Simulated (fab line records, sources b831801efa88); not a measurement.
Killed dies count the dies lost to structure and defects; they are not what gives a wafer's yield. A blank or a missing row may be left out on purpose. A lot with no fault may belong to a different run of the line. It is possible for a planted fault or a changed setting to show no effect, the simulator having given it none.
Split-lot trial -- flow sky130 -- 5 lots, 23 wafers read, on a route of 708 steps

ON THE SPLIT
At SKY_NWELL_IMPLANT_24, the setting dose cm2 was moved away from the recipe's 9.2e+12 on 8 of the 23 wafers read, by -6.0% to +4.8%. All remaining wafers had this setting at the recipe value.

BETWEEN THE SPLIT AND THE READING: the file shows 1 step in between
- SKY_NWELL_STRIP_25: strips in O2/N2

THE READING
NWELL_2_TW, at SKY_NWELL_TW_MEAS_26. Fault-free wafers of this fab line usually give 495.0, standard deviation 2.

wafer,"tool, chamber at the split",dose cm2 as run,against the recipe,NWELL_2_TW,against lot-mates on the recipe
L074.1,"implanter-02, 0",9.561e+12,+3.9%,502.2,+8.8
L074.2,"implanter-02, 0",9.2e+12,recipe,495.0,-
L074.3,"implanter-02, 0",9.561e+12,+3.9%,498.6,+5.2
L074.4,"implanter-02, 0",9.2e+12,recipe,493.5,-
L074.6,"implanter-02, 0",9.2e+12,recipe,491.6,-
L076.2,"implanter-02, 0",9.2e+12,recipe,496.4,-
L076.3,"implanter-02, 0",9.2e+12,recipe,499.4,-
L076.4,"implanter-02, 0",9.2e+12,recipe,496.8,-
L076.5,"implanter-02, 0",9.2e+12,recipe,495.0,-
L076.6,"implanter-02, 0",9.2e+12,recipe,494.1,-
L078.1,"implanter-01, 0",8.65e+12,-6.0%,488.7,-6.8
L078.2,"implanter-01, 0",8.65e+12,-6.0%,481.7,-13.8
L078.3,"implanter-01, 0",9.2e+12,recipe,498.3,-
L078.4,"implanter-01, 0",9.2e+12,recipe,492.6,-
L078.6,"implanter-01, 0",8.65e+12,-6.0%,485.8,-9.7
L080.2,"implanter-04, 0",9.2e+12,recipe,493.9,-
L080.4,"implanter-04, 0",9.2e+12,recipe,493.4,-
L080.6,"implanter-04, 0",9.2e+12,recipe,495.0,-
L084.1,"implanter-02, 0",9.645e+12,+4.8%,503.3,+6.3
L084.2,"implanter-02, 0",9.2e+12,recipe,496.2,-
L084.3,"implanter-02, 0",9.645e+12,+4.8%,503.4,+6.4
L084.4,"implanter-02, 0",9.645e+12,+4.8%,501.6,+4.6
L084.6,"implanter-02, 0",9.2e+12,recipe,497.8,-

FIT RESULTS
A straight line over all 23 wafers: NWELL_2_TW changes by +1.57 for each +1% of dose cm2; r = +0.91; the points scatter about the line by 2.2.
The same after taking each lot's own level away (the mean of its wafers on the recipe; 23 wafers): +1.54 for each +1%; r = +0.92; scatter 2.
On that fit, the largest move of dose cm2 shifts the reading by 9.2.
The span of the lots' own levels, 493.37 to 497.00, comes to 1.8 times the standard deviation stated above.
The two slopes are in agreement: the lot-to-lot level therefore moves the slope only a little.
Check: -10.2 against its lot-mates is what the line predicts for one of the wafers moved furthest among these (-6.0%) when that wafer is left out of the fit. Against them it came out at -6.75.

FILE'S OWN FIT
NWELL_2_TW changes by +1.55 for each +1% of dose cm2, r = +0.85.
